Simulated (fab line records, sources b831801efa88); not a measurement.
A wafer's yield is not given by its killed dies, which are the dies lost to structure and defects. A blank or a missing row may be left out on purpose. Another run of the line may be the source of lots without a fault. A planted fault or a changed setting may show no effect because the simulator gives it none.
Which tool is to blame?    flow sky130    14 lots with 42 wafers sampled at 3 steps, on a route of 708 steps

WHAT THE GAUGES READ, wafer by wafer
SKY_POLY_CUT_CD_MEAS_08: the cd target is 270 nm.
lot   measured      on         cd nm (nm)
L313  day 24 14:20  cd sem-02  273.8 270.8 272.5
L314  day 24 21:46  cd sem-02  269.5 271.1 269.6
L315  day 25 02:38  cd sem-01  267.4 267.2 269.2
L316  day 25 04:23  cd sem-01  268.8 268.4 269.5
L317  day 25 07:54  cd sem-01  271.1 272.4 270.4
L319  day 26 06:50  cd sem-02  269.9 270.0 269.5
L320  day 26 15:02  cd sem-01  268.8 268.4 269.6
L321  day 27 01:12  cd sem-01  270.3 269.5 270.3
L322  day 27 04:10  cd sem-01  271.6 268.8 272.0
L330  day 30 14:48  cd sem-01  268.1 268.4 267.0
L332  day 30 18:11  cd sem-02  271.4 272.0 270.2
L334  day 32 03:17  cd sem-02  268.4 269.1 268.6
L336  day 32 04:14  cd sem-02  270.6 269.6 269.9
L335  day 32 15:01  cd sem-02  269.1 269.8 269.4

SKY_POLY_CUT_OVL_MEAS_09.
lot   measured      on          POLY_CUT_OVL (nm)
L313  day 24 14:25  overlay-01  14 -2 10
L314  day 24 21:50  overlay-01  9 -3 12
L315  day 25 02:44  overlay-01  7 9 3
L316  day 25 04:30  overlay-01  7 -12 7
L317  day 25 08:01  overlay-01  -4 8 8
L319  day 26 06:56  overlay-01  -3 1 1
L320  day 26 15:09  overlay-02  3 0 3
L321  day 27 01:19  overlay-02  1 4 10
L322  day 27 04:17  overlay-02  -9 8 -7
L330  day 30 14:55  overlay-01  -1 2 1
L332  day 30 18:18  overlay-01  -3 5 -1
L334  day 32 03:24  overlay-02  -1 2 3
L336  day 32 04:21  overlay-01  7 7 5
L335  day 32 15:07  overlay-02  13 -8 4

WHAT TOOL EACH LOT RAN ON (gives the tool, then ch and the chambers of the sampled wafers, and finally the start)
lot   SKY_LDD_LDN_STRIP_12
L313  plasma asher-04 ch 0,1, day 23 06:59
L314  plasma asher-01 ch 0,1, day 23 07:37
L315  plasma asher-03 ch 0,1, day 23 19:26
L316  plasma asher-03 ch 0,1, day 23 20:42
L317  plasma asher-03 ch 0,1, day 24 00:12
L319  plasma asher-03 ch 0,1, day 24 23:26
L320  plasma asher-03 ch 0,1, day 25 10:36
L321  plasma asher-03 ch 0,1, day 25 22:44
L322  plasma asher-04 ch 0,1, day 26 01:47
L330  plasma asher-04 ch 0,1, day 29 08:05
L332  plasma asher-01 ch 0,1, day 29 12:36
L334  plasma asher-01 ch 0,1, day 30 23:15
L336  plasma asher-03 ch 1, day 30 23:37
L335  plasma asher-01 ch 0,1, day 31 10:26
- SKY_LDD_LDN_STRIP_12: strips in O2/N2.

WHAT THE TOOLS THEMSELVES READ (means of the sampled wafers that have a number; where no wafer has one, the mark that the record gives instead)
SKY_LDD_LDN_STRIP_12.
lot   tool             drypump motor current A (A)  o2 flow sccm (sccm)  oes product au (a.u.)  strip time to endpoint s (s)
L313  plasma asher-04  5.8                          3000                 0.714                  14.11
L314  plasma asher-01  5.8                          3004                 0.714                  14.23
L315  plasma asher-03  6.1                          3003                 0.715                  14.15
L316  plasma asher-03  5.8                          3000                 0.717                  14.20
L317  plasma asher-03  5.8                          2994                 0.717                  14.17
L319  plasma asher-03  5.8                          3003                 0.716                  14.16
L320  plasma asher-03  5.8                          3001                 0.717                  14.19
L321  plasma asher-03  6.2                          3001                 0.714                  14.20
L322  plasma asher-04  5.5                          2995                 0.710                  14.12
L330  plasma asher-04  5.4                          2993                 0.718                  14.25
L332  plasma asher-01  6.1                          3003                 0.717                  14.05
L334  plasma asher-01  6.1                          3011                 0.720                  14.19
L336  plasma asher-03  6.5                          2991                 0.717                  14.16
L335  plasma asher-01  6.1                          2992                 0.717                  14.21

THE ANSWER, worked out from the rows above alone
Rule: the lots themselves supply what counts as usual. The widest of any qualifying gaps counts: lots, ordered by their means at a reading, are off when they make up no more than a third of the lots, leave a main group of 4 or more, and stand apart from it by 3 or more times the standard deviation of that group's means. A main group is skipped when, at the precision printed for the reading in the tables above, its means are all equal. Also off: a lot with no number at a reading for which 4 or more lots have one. All remaining lots with rows at the step are treated as sound. First the gauges in route order, then the tools' own readings, where a lot's mean is used as printed above. The first step at which some lot is off is used, and at that step the reading that is off furthest; a lot without a number counts as furthest.
No lot is off at any reading shown: from this, nothing can be told.

WHAT THE SIMULATOR HAD INSERTED
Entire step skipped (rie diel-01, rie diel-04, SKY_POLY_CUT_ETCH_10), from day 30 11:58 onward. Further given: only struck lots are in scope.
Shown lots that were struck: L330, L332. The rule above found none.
